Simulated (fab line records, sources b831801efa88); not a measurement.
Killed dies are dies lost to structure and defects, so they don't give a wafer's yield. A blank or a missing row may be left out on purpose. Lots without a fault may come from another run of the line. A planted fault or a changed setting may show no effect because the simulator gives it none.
Which tool did it? | flow sky130 | 12 lots, 36 wafers sampled, at 3 steps of a route of 708

WHAT THE GAUGES READ, wafer by wafer
SKY_FIELD_ISO_BOW_MEAS_00.
lot  | measured    | on            | INCOMING_BOW (um)
L198 | day 1 15:00 | film_metro-01 | -2 -3 4
L200 | day 2 01:00 | film_metro-03 | -3 6 -4
L201 | day 2 06:00 | film_metro-02 | -11 6 -4
L204 | day 2 21:00 | film_metro-01 | -3 3 4
L205 | day 3 02:01 | film_metro-03 | 6 -1 -5
L208 | day 3 17:02 | film_metro-02 | 3 12 2
L209 | day 3 22:00 | film_metro-02 | -3 3 -5
L210 | day 4 03:02 | film_metro-03 | -5 5 12
L211 | day 4 08:00 | film_metro-02 | 1 -3 -9
L212 | day 4 13:00 | film_metro-02 | -2 0 -8
L219 | day 6 00:01 | film_metro-01 | 5 -4 12
L220 | day 6 05:01 | film_metro-01 | -7 -4 -3

SKY_VT_ADJUST_HVTR_TW_MEAS_11.
lot  | measured     | on            | VT_ADJUST_HVTR_TW
L198 | day 9 22:40  | film_metro-01 | 209.5 209.2 208.4
L200 | day 10 08:25 | film_metro-01 | 208.3 207.8 208.5
L201 | day 10 21:53 | film_metro-04 | 210.3 209.6 211.0
L204 | day 11 16:43 | film_metro-04 | 209.2 210.5 210.6
L205 | day 12 01:07 | film_metro-04 | 209.7 209.9 209.8
L208 | day 12 14:40 | film_metro-04 | 210.4 211.3 210.4
L209 | day 13 10:20 | film_metro-03 | 219.7 220.1 219.5
L210 | day 13 18:14 | film_metro-01 | 209.8 209.5 210.5
L211 | day 13 21:55 | film_metro-01 | 221.5 221.3 220.7
L212 | day 14 04:16 | film_metro-04 | 220.1 219.8 219.4
L219 | day 16 11:25 | film_metro-01 | 210.5 210.5 209.4
L220 | day 16 14:13 | film_metro-01 | 209.9 209.5 210.1

WHICH TOOL RAN EACH LOT (tool, then ch and the chambers of the sampled wafers, then the start)
lot  | SKY_VT_ADJUST_HVTR_IMPLANT_09
L198 | implanter-04 ch 0, day 9 22:25
L200 | implanter-04 ch 0, day 10 08:10
L201 | implanter-03 ch 0, day 10 21:38
L204 | implanter-01 ch 0, day 11 16:28
L205 | implanter-04 ch 0, day 12 00:53
L208 | implanter-04 ch 0, day 12 14:26
L209 | implanter-04 ch 0, day 13 10:05
L210 | implanter-01 ch 0, day 13 18:01
L211 | implanter-04 ch 0, day 13 21:40
L212 | implanter-04 ch 0, day 14 04:01
L219 | implanter-01 ch 0, day 16 11:11
L220 | implanter-04 ch 0, day 16 13:59
- SKY_VT_ADJUST_HVTR_IMPLANT_09

WHAT THE TOOLS THEMSELVES READ (means of the sampled wafers that have a number; where no wafer has one, the mark that the record gives instead)
SKY_VT_ADJUST_HVTR_IMPLANT_09.
lot  | tool         | beam_on_s (s) | end_station_pressure_torr (Torr) | faraday_current_uA
L198 | implanter-04 | 9.84          | 4.99e-06                         | 12.01
L200 | implanter-04 | 9.86          | 5.05e-06                         | 12.04
L201 | implanter-03 | 10.13         | 5.17e-06                         | 11.70
L204 | implanter-01 | 9.91          | 4.92e-06                         | 11.97
L205 | implanter-04 | 9.96          | 4.57e-06                         | 11.89
L208 | implanter-04 | 9.72          | 4.92e-06                         | 12.18
L209 | implanter-04 | 11.72         | 8.69e-05                         | 10.18
L210 | implanter-01 | 10.17         | 4.85e-06                         | 11.63
L211 | implanter-04 | 11.91         | 9.29e-05                         | 9.97
L212 | implanter-04 | 12.01         | 9.07e-05                         | 9.89
L219 | implanter-01 | 9.85          | 5.24e-06                         | 12.02
L220 | implanter-04 | 9.98          | 4.83e-06                         | 11.88

THE ANSWER, worked out from the rows above alone
Rule: what is usual is taken from the lots themselves. Put in order of their means at a reading, lots are off if they are a third of the lots or fewer, leave a main group of 4 or more, and stand apart from it by a gap of 3 or more times the standard deviation of the main group's means; of several such gaps the widest counts. A main group whose means are all the same, to the digits that the tables above print for the reading, isn't used. A lot without any number at a reading at which 4 lots or more have one is off too. The other lots that the step has rows for count as sound. The gauges are gone through in route order, then the tools' own readings, and for those a lot's mean is taken as printed above. The first step at which some lot is off is used, and at that step the reading that is off furthest; a lot without a number counts as furthest.
Off: L209, L211, L212, at SKY_VT_ADJUST_HVTR_TW_MEAS_11 (VT_ADJUST_HVTR_TW). The main group: mean 209.8, standard deviation 0.7.
A tool fits if, at a process step before that reading, it ran every lot that is off, and no sound lot after the first of them. The gauges at SKY_VT_ADJUST_HVTR_TW_MEAS_11 aren't tried: what is off there is off at SKY_VT_ADJUST_HVTR_IMPLANT_09 too, on other tools, and a gauge's error can't cause that. None of those tried fits.

WHAT THE SIMULATOR HAD PUT IN
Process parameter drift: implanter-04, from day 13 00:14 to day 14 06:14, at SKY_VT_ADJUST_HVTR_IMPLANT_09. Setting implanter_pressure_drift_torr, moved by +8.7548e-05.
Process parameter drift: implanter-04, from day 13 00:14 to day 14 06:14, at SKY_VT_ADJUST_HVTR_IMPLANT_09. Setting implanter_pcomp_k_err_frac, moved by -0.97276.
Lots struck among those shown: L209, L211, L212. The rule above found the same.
